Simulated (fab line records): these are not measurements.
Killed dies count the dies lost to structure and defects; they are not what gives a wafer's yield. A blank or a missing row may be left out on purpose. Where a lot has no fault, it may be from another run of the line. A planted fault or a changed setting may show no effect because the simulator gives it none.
Which of the tools did it? | flow gf180mcu | 21 wafers from 7 lots sampled at 4 of the route's 602 steps

WHAT EACH GAUGE READ, for each wafer
GF_M5_OVL_MEAS_08.
lot  | measured     | on         | M5_OVL (nm)
L962 | day 28 01:41 | overlay-01 | 5 1 -6
L964 | day 28 22:32 | overlay-02 | -1 3 6
L967 | day 29 13:13 | overlay-02 | 7 2 3
L969 | day 30 03:12 | overlay-01 | -4 1 6
L974 | day 31 22:39 | overlay-01 | - - -
L979 | day 32 18:51 | overlay-01 | -15 -8 -10
L980 | day 33 01:45 | overlay-02 | -6 -1 -4

TOOL THAT RAN EACH LOT (tool first, then ch and the chambers of the sampled wafers, then the start)
lot  | GF_V4_CMP_26                  | GF_MIM_METAL_ETCH_19              | GF_M5_PEB_05
L962 | cmp-02 ch 1,2,3, day 26 06:52 | rie_metal-02 ch 0,1, day 27 04:16 | litho_track-01 ch 0, day 28 01:14
L964 | cmp-02 ch 1,2,3, day 27 05:34 | rie_metal-04 ch 0,1, day 28 02:29 | litho_track-03 ch 0, day 28 22:04
L967 | cmp-01 ch 0,2,3, day 27 20:57 | rie_metal-03 ch 1, day 28 17:05   | litho_track-04 ch 0, day 29 12:48
L969 | cmp-01 ch 1,2,3, day 28 10:54 | rie_metal-03 ch 0,1, day 29 07:35 | litho_track-03 ch 0, day 30 02:45
L974 | cmp-01 ch 1,2, day 30 10:02   | rie_metal-02 ch 0,1, day 31 04:23 | litho_track-03, day 31 22:14
L979 | cmp-01 ch 0,1,3, day 31 07:44 | rie_metal-04 ch 0, day 32 01:34   | litho_track-03 ch 0, day 32 18:26
L980 | cmp-01 ch 0,2,3, day 31 14:44 | rie_metal-02 ch 0,1, day 32 08:49 | litho_track-03 ch 0, day 33 01:20
- GF_V4_CMP_26: polishes, stops on SiO2, t overpolish 15 s, target thk 0 nm.
- GF_MIM_METAL_ETCH_19: etches the open film in Cl2/BCl3, stops on Si3N4, target depth 324.5 nm, time 54.1 s.
- GF_M5_PEB_05: peb time 90 s.

THE ANSWER, worked out from the rows above alone
Rule: the usual values come from the lots themselves. The widest of any qualifying gaps counts: lots, ordered by their means at a reading, are off when they make up no more than a third of the lots, leave a main group of 4 or more, and stand apart from it by 3 or more times the standard deviation of that group's means. A main group is skipped when, at the precision printed for the reading in the tables above, its means are all equal. Also off: a lot with no number at a reading for which 4 or more lots have one. Any other lot the step has rows for is counted as sound.
Off: at GF_M5_OVL_MEAS_08 (M5_OVL), L974. Without a number there: L974. The main group has a mean of -1 nm with a standard deviation of 5.
A tool fits if, at a process step before that reading, it ran every lot that is off, and no sound lot after the first of them. Gauges at GF_M5_OVL_MEAS_08: tried the same way as those tools. No candidate that was tried fits.

WHAT HAD BEEN PUT IN BY THE SIMULATOR
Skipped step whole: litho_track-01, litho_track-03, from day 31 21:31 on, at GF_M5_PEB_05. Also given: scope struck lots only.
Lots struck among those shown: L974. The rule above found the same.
